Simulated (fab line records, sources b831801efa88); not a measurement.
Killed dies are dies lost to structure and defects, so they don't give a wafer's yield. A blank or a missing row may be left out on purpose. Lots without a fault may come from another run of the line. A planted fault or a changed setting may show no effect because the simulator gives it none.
Which tool did it? | flow sky130 | 24 lots, 72 wafers sampled, at 6 steps of a route of 708

WHAT THE GAUGES READ, wafer by wafer
SKY_LOCAL_INTERCONNECT_OVL_MEAS_12. Usual: LOCAL_INTERCONNECT_OVL -2 nm, standard deviation 5.3.
lot  | measured     | on         | LOCAL_INTERCONNECT_OVL (nm) | flag
L074 | day 30 11:35 | overlay-02 | 2 -6 -4                     |
L076 | day 30 20:32 | overlay-01 | -5 -11 -4                   |
L075 | day 30 23:51 | overlay-01 | -1 -9 -1                    |
L077 | day 32 04:37 | overlay-02 | -5 -14 -5                   |
L078 | day 31 23:01 | overlay-01 | 3 6 1                       |
L079 | day 32 11:11 | overlay-02 | -3 -2 1                     |
L080 | day 32 23:20 | overlay-01 | -2 -2 2                     |
L081 | day 33 02:32 | overlay-01 | 4 -2 -1                     |
L082 | day 33 11:26 | overlay-01 | 1 1 6                       |
L083 | day 33 16:16 | overlay-01 | -1 -4 -8                    |
L084 | day 34 09:05 | overlay-02 | 4 4 -7                      |
L086 | day 34 13:53 | overlay-02 | -4 -7 0                     |
L085 | day 34 16:57 | overlay-02 | -5 -4 -1                    |
L088 | day 34 21:05 | overlay-02 | 7 7 -1                      |
L087 | day 35 03:02 | overlay-02 | -1 -4 -8                    |
L089 | day 35 08:29 | overlay-01 | -4 -10 -2                   |
L090 | day 35 09:25 | overlay-01 | 2 -6 -5                     |
L091 | day 35 23:50 | overlay-02 | -2 1 -1                     |
L092 | day 36 05:33 | overlay-01 | -5 -6 -13                   |
L093 | day 36 11:34 | overlay-01 | -3 7 13                     |
L094 | day 36 17:49 | overlay-01 | -10 -2 -11                  |
L095 | day 37 05:17 | overlay-02 | -1 7 0                      |
L096 | day 37 23:47 | overlay-01 | -3 -3 0                     |
L097 | day 38 04:24 | overlay-02 | 3 3 -3                      |

SKY_METAL2_THK_MEAS_06: measures by xrf. Usual: METAL2_ALCU_THK 253 nm, standard deviation 3.8.
lot  | measured     | on            | METAL2_ALCU_THK (nm) | flag
L074 | day 34 03:22 | film_metro-01 | 254 248 255          |
L076 | day 34 12:50 | film_metro-03 | 255 255 257          |
L075 | day 34 15:45 | film_metro-01 | 257 253 258          |
L077 | day 35 19:49 | film_metro-02 | 261 256 258          |
L078 | day 35 14:01 | film_metro-02 | 249 250 252          |
L079 | day 36 02:35 | film_metro-03 | 252 248 248          |
L080 | day 36 13:32 | film_metro-02 | 260 258 253          |
L081 | day 36 17:18 | film_metro-01 | 247 250 249          |
L082 | day 37 01:56 | film_metro-02 | 257 257 249          |
L083 | day 37 05:47 | film_metro-02 | 258 259 255          |
L084 | day 37 20:48 | film_metro-03 | 256 254 250          |
L086 | day 38 00:17 | film_metro-03 | 252 257 260          |
L085 | day 38 05:50 | film_metro-03 | 247 252 248          |
L088 | day 38 08:51 | film_metro-02 | 253 254 254          |
L087 | day 38 14:48 | film_metro-03 | 249 251 250          |
L089 | day 38 19:45 | film_metro-01 | 252 257 258          |
L090 | day 38 21:11 | film_metro-01 | 253 252 252          |
L091 | day 39 10:33 | film_metro-01 | 253 251 252          |
L092 | day 39 15:56 | film_metro-03 | 248 257 252          |
L093 | day 39 19:44 | film_metro-01 | 251 251 249          |
L094 | day 40 02:36 | film_metro-02 | 248 248 250          |
L095 | day 40 14:55 | film_metro-02 | 254 257 249          |
L096 | day 41 07:29 | film_metro-01 | 251 251 249          |
L097 | day 41 12:29 | film_metro-01 | 252 250 252          |

SKY_CAPM_THK_MEAS_01. Usual: CAPM_CVD_00_THK 15.54 nm, standard deviation 0.21.
lot  | measured     | on            | CAPM_CVD_00_THK (nm) | flag
L074 | day 36 11:08 | film_metro-04 | 15.68 15.96 15.58    |
L076 | day 36 20:21 | film_metro-04 | 15.42 15.54 15.56    |
L075 | day 37 00:04 | film_metro-01 | 15.51 15.44 15.43    |
L077 | day 38 02:11 | film_metro-01 | 15.53 15.35 15.73    |
L078 | day 37 20:59 | film_metro-01 | 15.90 15.68 15.57    |
L079 | day 38 09:17 | film_metro-02 | 15.15 15.49 15.54    |
L080 | day 38 18:56 | film_metro-01 | 15.45 15.00 15.51    |
L081 | day 38 23:18 | film_metro-01 | 15.39 15.70 15.55    |
L082 | day 39 07:07 | film_metro-02 | 15.41 15.61 15.53    |
L083 | day 39 10:35 | film_metro-02 | 15.31 15.72 15.33    |
L084 | day 40 01:16 | film_metro-01 | 15.41 15.38 15.76    |
L086 | day 40 04:16 | film_metro-02 | 15.54 15.53 15.65    |
L085 | day 40 10:25 | film_metro-01 | 15.63 15.84 15.77    |
L088 | day 40 14:04 | film_metro-02 | 15.36 15.78 15.89    |
L087 | day 40 18:47 | film_metro-04 | 15.15 15.14 15.58    |
L089 | day 40 23:50 | film_metro-04 | 15.36 15.38 15.76    |
L090 | day 41 01:12 | film_metro-02 | 15.39 15.30 15.61    |
L091 | day 41 13:46 | film_metro-02 | 15.52 15.69 15.71    |
L092 | day 41 19:25 | film_metro-04 | 15.26 15.42 15.61    |
L093 | day 41 23:22 | film_metro-01 | 15.27 15.31 15.67    |
L094 | day 42 05:29 | film_metro-04 | 15.39 15.64 15.81    |
L095 | day 42 17:27 | film_metro-02 | 15.49 15.66 16.00    |
L096 | day 43 08:51 | film_metro-01 | 15.92 15.38 15.71    |
L097 | day 43 13:32 | film_metro-01 | 15.55 15.54 15.95    |

WHICH TOOL RAN EACH LOT (tool, then ch and the chambers of the sampled wafers, then the start)
lot  | SKY_POLY_GATE_ETCH_17            | SKY_LI_CONTACT_STRIP_16              | SKY_LOCAL_INTERCONNECT_METAL_ETCH_14
L074 | rie_si-02 ch 0,1, day 16 13:17   | plasma_asher-01 ch 0,1, day 29 05:32 | rie_metal-04 ch 0,1, day 30 11:41
L076 | rie_si-02 ch 1,2,3, day 16 23:27 | plasma_asher-01 ch 0, day 29 15:44   | rie_metal-04 ch 0,1, day 30 20:37
L075 | rie_si-01 ch 1,2,3, day 17 00:22 | plasma_asher-04 ch 0,1, day 29 17:47 | rie_metal-03 ch 0,1, day 30 23:57
L077 | rie_si-02 ch 2,3, day 17 23:37   | plasma_asher-03 ch 0,1, day 31 00:36 | rie_metal-04 ch 0, day 32 04:42
L078 | rie_si-01 ch 0,2,3, day 18 06:50 | plasma_asher-01 ch 0,1, day 30 18:23 | rie_metal-03 ch 0,1, day 31 23:07
L079 | rie_si-01 ch 0,2,3, day 18 14:18 | plasma_asher-04 ch 0,1, day 31 06:26 | rie_metal-03 ch 1, day 32 11:20
L080 | rie_si-01 ch 0,1,2, day 19 05:58 | plasma_asher-01 ch 1, day 31 17:47   | rie_metal-04 ch 0,1, day 32 23:25
L081 | rie_si-02 ch 0,1,3, day 19 06:55 | plasma_asher-03 ch 0,1, day 31 20:50 | rie_metal-03 ch 1, day 33 02:42
L082 | rie_si-01 ch 0,1,2, day 19 14:43 | plasma_asher-03 ch 0,1, day 32 05:59 | rie_metal-02 ch 0,1, day 33 11:32
L083 | rie_si-02 ch 0,1, day 19 17:36   | plasma_asher-01 ch 0,1, day 32 10:36 | rie_metal-04 ch 0,1, day 33 16:22
L084 | rie_si-01 ch 0,1,2, day 20 20:32 | plasma_asher-01 ch 0,1, day 33 04:50 | rie_metal-03 ch 0,1, day 34 09:10
L086 | rie_si-02 ch 1,2,3, day 20 23:38 | plasma_asher-01 ch 0,1, day 33 09:47 | rie_metal-02 ch 0, day 34 13:58
L085 | rie_si-01 ch 1,2,3, day 20 23:51 | plasma_asher-01 ch 1, day 33 11:56   | rie_metal-04 ch 1, day 34 17:03
L088 | rie_si-02 ch 0,1, day 21 09:55   | plasma_asher-01 ch 0,1, day 33 16:39 | rie_metal-03 ch 0,1, day 34 21:10
L087 | rie_si-01 ch 0,1,3, day 21 12:43 | plasma_asher-03 ch 0,1, day 33 22:44 | rie_metal-03 ch 0,1, day 35 03:07
L089 | rie_si-02 ch 0,1,3, day 21 21:51 | plasma_asher-01 ch 0,1, day 34 04:02 | rie_metal-02 ch 0,1, day 35 08:34
L090 | rie_si-01 ch 0,1,3, day 21 23:27 | plasma_asher-01 ch 0,1, day 34 05:11 | rie_metal-04 ch 0, day 35 09:35
L091 | rie_si-02 ch 1,2,3, day 22 11:11 | plasma_asher-03 ch 0,1, day 34 19:53 | rie_metal-04 ch 0,1, day 35 23:55
L092 | rie_si-01 ch 0,1,3, day 22 20:20 | plasma_asher-04 ch 0,1, day 35 01:56 | rie_metal-04 ch 0,1, day 36 05:39
L093 | rie_si-02 ch 0,1,2, day 23 01:32 | plasma_asher-03 ch 0,1, day 35 07:45 | rie_metal-02 ch 0,1, day 36 11:40
L094 | rie_si-01 ch 1,2,3, day 23 12:47 | plasma_asher-01 ch 0,1, day 35 15:20 | rie_metal-03 ch 0, day 36 18:00
L095 | rie_si-02 ch 1,2,3, day 24 00:25 | plasma_asher-01 ch 0,1, day 36 01:52 | rie_metal-04 ch 0,1, day 37 05:23
L096 | rie_si-01 ch 1,2,3, day 24 23:40 | plasma_asher-04 ch 0,1, day 36 21:35 | rie_metal-03 ch 0,1, day 37 23:52
L097 | rie_si-02 ch 0,1,2, day 25 01:14 | plasma_asher-03 ch 0,1, day 37 01:51 | rie_metal-03 ch 0,1, day 38 04:30
- SKY_POLY_GATE_ETCH_17: etches poly-Si in HBr/Cl2, stops on SiO2, target depth 180 nm, time 70.5 s.
- SKY_LI_CONTACT_STRIP_16: strips in O2/N2.
- SKY_LOCAL_INTERCONNECT_METAL_ETCH_14: etches TiN in Cl2/BCl3, stops on PSG, target depth 110 nm, time 31.4 s.

WHAT THE TOOLS THEMSELVES READ (means of the sampled wafers that have a number; where no wafer has one, the mark that the record gives instead)
SKY_POLY_GATE_ETCH_17. Usual: drypump_motor_current_A 5.8 A, standard deviation 0.61; oes_product_au 0.986 a.u., standard deviation 0.008; throttle_valve_pct 33.684 %, standard deviation 0.0095.
lot  | tool      | drypump_motor_current_A (A) | oes_product_au (a.u.) | throttle_valve_pct (%) | flag
L074 | rie_si-02 | 6.3                         | 0.982                 | 33.680                 |
L076 | rie_si-02 | 5.9                         | 0.980                 | 33.684                 |
L075 | rie_si-01 | 5.7                         | 0.979                 | 33.690                 |
L077 | rie_si-02 | 5.9                         | 0.989                 | 33.686                 |
L078 | rie_si-01 | 5.4                         | 0.981                 | 33.690                 |
L079 | rie_si-01 | 5.4                         | 0.979                 | 33.689                 |
L080 | rie_si-01 | 6.0                         | 0.980                 | 33.682                 |
L081 | rie_si-02 | 5.8                         | 0.985                 | 33.676                 |
L082 | rie_si-01 | 6.0                         | 0.986                 | 33.682                 |
L083 | rie_si-02 | 6.3                         | 0.983                 | 33.687                 |
L084 | rie_si-01 | 5.9                         | 0.982                 | 33.680                 |
L086 | rie_si-02 | 5.9                         | 0.987                 | 33.672                 |
L085 | rie_si-01 | 5.6                         | 0.986                 | 33.684                 |
L088 | rie_si-02 | 6.3                         | 0.986                 | 33.679                 |
L087 | rie_si-01 | 5.8                         | 0.985                 | 33.691                 |
L089 | rie_si-02 | 5.8                         | 0.982                 | 33.683                 |
L090 | rie_si-01 | 5.7                         | 0.982                 | 33.697                 |
L091 | rie_si-02 | 5.9                         | 0.991                 | 33.689                 |
L092 | rie_si-01 | 5.7                         | 0.986                 | 33.684                 |
L093 | rie_si-02 | 6.2                         | 0.991                 | 33.689                 |
L094 | rie_si-01 | 5.7                         | 0.991                 | 33.683                 |
L095 | rie_si-02 | 6.0                         | 0.991                 | 33.688                 |
L096 | rie_si-01 | 5.6                         | 0.977                 | 33.688                 |
L097 | rie_si-02 | 6.2                         | 0.979                 | 33.676                 |

SKY_LI_CONTACT_STRIP_16. Usual: drypump_motor_current_A 5.9 A, standard deviation 0.48; oes_product_au 0.377 a.u., standard deviation 0.0048; strip_time_to_endpoint_s 3.51 s, standard deviation 0.034.
lot  | tool            | drypump_motor_current_A (A) | oes_product_au (a.u.) | strip_time_to_endpoint_s (s) | flag
L074 | plasma_asher-01 | 5.6                         | 0.377                 | 3.50                         |
L076 | plasma_asher-01 | 5.3                         | 0.377                 | 3.53                         |
L075 | plasma_asher-04 | 6.3                         | 0.376                 | 3.53                         |
L077 | plasma_asher-03 | 5.9                         | 0.373                 | 3.51                         |
L078 | plasma_asher-01 | 5.6                         | 0.372                 | 3.48                         |
L079 | plasma_asher-04 | 6.2                         | 0.377                 | 3.50                         |
L080 | plasma_asher-01 | 6.2                         | 0.386                 | 3.50                         |
L081 | plasma_asher-03 | 6.1                         | 0.377                 | 3.50                         |
L082 | plasma_asher-03 | 6.1                         | 0.383                 | 3.55                         |
L083 | plasma_asher-01 | 6.0                         | 0.373                 | 3.46                         |
L084 | plasma_asher-01 | 5.9                         | 0.378                 | 3.50                         |
L086 | plasma_asher-01 | 5.6                         | 0.380                 | 3.54                         |
L085 | plasma_asher-01 | 6.3                         | 0.375                 | 3.48                         |
L088 | plasma_asher-01 | 5.6                         | 0.379                 | 3.52                         |
L087 | plasma_asher-03 | 6.1                         | 0.380                 | 3.53                         |
L089 | plasma_asher-01 | 5.6                         | 0.373                 | 3.48                         |
L090 | plasma_asher-01 | 5.6                         | 0.372                 | 3.50                         |
L091 | plasma_asher-03 | 5.9                         | 0.372                 | 3.53                         |
L092 | plasma_asher-04 | 6.2                         | 0.377                 | 3.51                         |
L093 | plasma_asher-03 | 5.9                         | 0.377                 | 3.51                         |
L094 | plasma_asher-01 | 5.9                         | 0.378                 | 3.53                         |
L095 | plasma_asher-01 | 5.6                         | 0.374                 | 3.48                         |
L096 | plasma_asher-04 | 5.8                         | 0.376                 | 3.53                         |
L097 | plasma_asher-03 | 5.9                         | 0.376                 | 3.54                         |

SKY_LOCAL_INTERCONNECT_METAL_ETCH_14. Usual: drypump_motor_current_A 5.5 A, standard deviation 0.5; oes_product_au 0.944 a.u., standard deviation 0.0082; throttle_valve_pct 21.899 %, standard deviation 0.011.
lot  | tool         | drypump_motor_current_A (A) | oes_product_au (a.u.) | throttle_valve_pct (%) | flag
L074 | rie_metal-04 | 5.5                         | 0.950                 | 21.890                 |
L076 | rie_metal-04 | 5.2                         | 0.934                 | 21.901                 |
L075 | rie_metal-03 | 5.3                         | 0.953                 | 21.899                 |
L077 | rie_metal-04 | 5.0                         | 0.947                 | 21.901                 |
L078 | rie_metal-03 | 5.5                         | 0.939                 | 21.893                 |
L079 | rie_metal-03 | 5.7                         | 0.943                 | 21.884                 |
L080 | rie_metal-04 | 5.5                         | 0.947                 | 21.898                 |
L081 | rie_metal-03 | 5.7                         | 0.945                 | 21.904                 |
L082 | rie_metal-02 | 6.4                         | 0.947                 | 21.895                 |
L083 | rie_metal-04 | 5.4                         | 0.944                 | 21.908                 |
L084 | rie_metal-03 | 5.5                         | 0.937                 | 21.897                 |
L086 | rie_metal-02 | 6.5                         | 0.937                 | 21.917                 |
L085 | rie_metal-04 | 5.7                         | 0.954                 | 21.894                 |
L088 | rie_metal-03 | 5.3                         | 0.952                 | 21.896                 |
L087 | rie_metal-03 | 5.3                         | 0.940                 | 21.902                 |
L089 | rie_metal-02 | 6.4                         | 0.933                 | 21.902                 |
L090 | rie_metal-04 | 5.0                         | 0.953                 | 21.899                 |
L091 | rie_metal-04 | 5.2                         | 0.950                 | 21.894                 |
L092 | rie_metal-04 | 5.5                         | 0.943                 | 21.900                 |
L093 | rie_metal-02 | 6.4                         | 0.941                 | 21.893                 |
L094 | rie_metal-03 | 5.0                         | 0.948                 | 21.903                 |
L095 | rie_metal-04 | 5.2                         | 0.945                 | 21.891                 |
L096 | rie_metal-03 | 5.3                         | 0.939                 | 21.905                 |
L097 | rie_metal-03 | 5.3                         | 0.949                 | 21.897                 |

THE ANSWER, worked out from the rows above alone
Rule: a lot is off if the mean of its wafers that have a number lies more than 3 standard deviations from the usual mean. A lot without any number at a reading at which 4 lots or more have one is off too. The other lots that the step has rows for count as sound. The gauges are gone through in route order, then the tools' own readings, and for those a lot's mean is taken as printed above. The first step at which some lot is off is used, and at that step the reading that is off furthest; a lot without a number counts as furthest.
No lot is off at any reading shown: from this, nothing can be told.

WHAT THE SIMULATOR HAD PUT IN
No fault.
